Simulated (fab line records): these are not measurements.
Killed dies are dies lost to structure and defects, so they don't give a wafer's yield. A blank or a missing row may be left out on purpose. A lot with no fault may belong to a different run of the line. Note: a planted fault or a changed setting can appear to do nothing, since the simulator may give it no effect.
Chamber matching	flow sky130	4 sister chambers for SKY_LI_CONTACT_CMP_02 on cmp-02
The step polishes PSG. 14 wafers are shown with their chamber, then 7 later ones without.

== WAFERS, EACH WITH ITS CHAMBER ==
wafer	chamber	motor current A (A)	time to endpoint s (s)
L290.3	3	13.4	31.6
L290.4	1	10.6	35.5
L290.6	1	10.3	32.7
L294.2	2	12.6	33.5
L294.4	3	13.2	32.1
L294.5	3	12.8	33.3
L307.2	1	10.7	34.0
L307.3	2	12.9	33.4
L307.5	3	13.4	32.7
L310.3	1	10.0	36.4
L310.4	0	12.1	32.8
L310.6	0	12.4	31.0
L311.2	3	13.4	33.8
L311.3	1	10.9	30.4

SIGNATURES (averages over the wafers above)
reading	chamber 0	chamber 1	chamber 2	chamber 3	scatter within a chamber
motor current A	12.250	10.500	12.750	13.240	0.294
time to endpoint s	31.900	33.800	33.450	32.700	1.65
Rule: a wafer's distance from a chamber is the root of the sum, over the readings, of the square of ((its reading less the chamber's mean) divided by the reading's scatter). The wafer belongs to the nearest chamber; if the next one is less than 2 further off, it can't be placed. The scatter is the square root of a quotient: the sum, over the shown wafers, of each reading's squared deviation from its chamber's mean, divided by wafers minus chambers.

== WAFERS WITH NO CHAMBER GIVEN ==
wafer	motor current A (A)	time to endpoint s (s)
L311.5	13.4	33.7
L313.2	10.8	34.0
L313.4	13.3	32.1
L313.6	13.5	33.1
L312.3	10.6	34.8
L312.5	13.1	32.0
L312.6	13.0	34.6

== WHICH CHAMBER EACH ONE RAN IN ==
wafer	from the rows above	in truth
L311.5	can't be placed: 3 or 2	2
L313.2	1	1
L313.4	can't be placed: 3 or 2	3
L313.6	can't be placed: 3 or 2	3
L312.3	1	1
L312.5	can't be placed: 3 or 2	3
L312.6	can't be placed: 2 or 3 or 0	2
Placed correctly: 2 of 7. Cannot be placed on the basis of these rows: 5; the candidates contain the true chamber in 5. 0 placed wrongly.
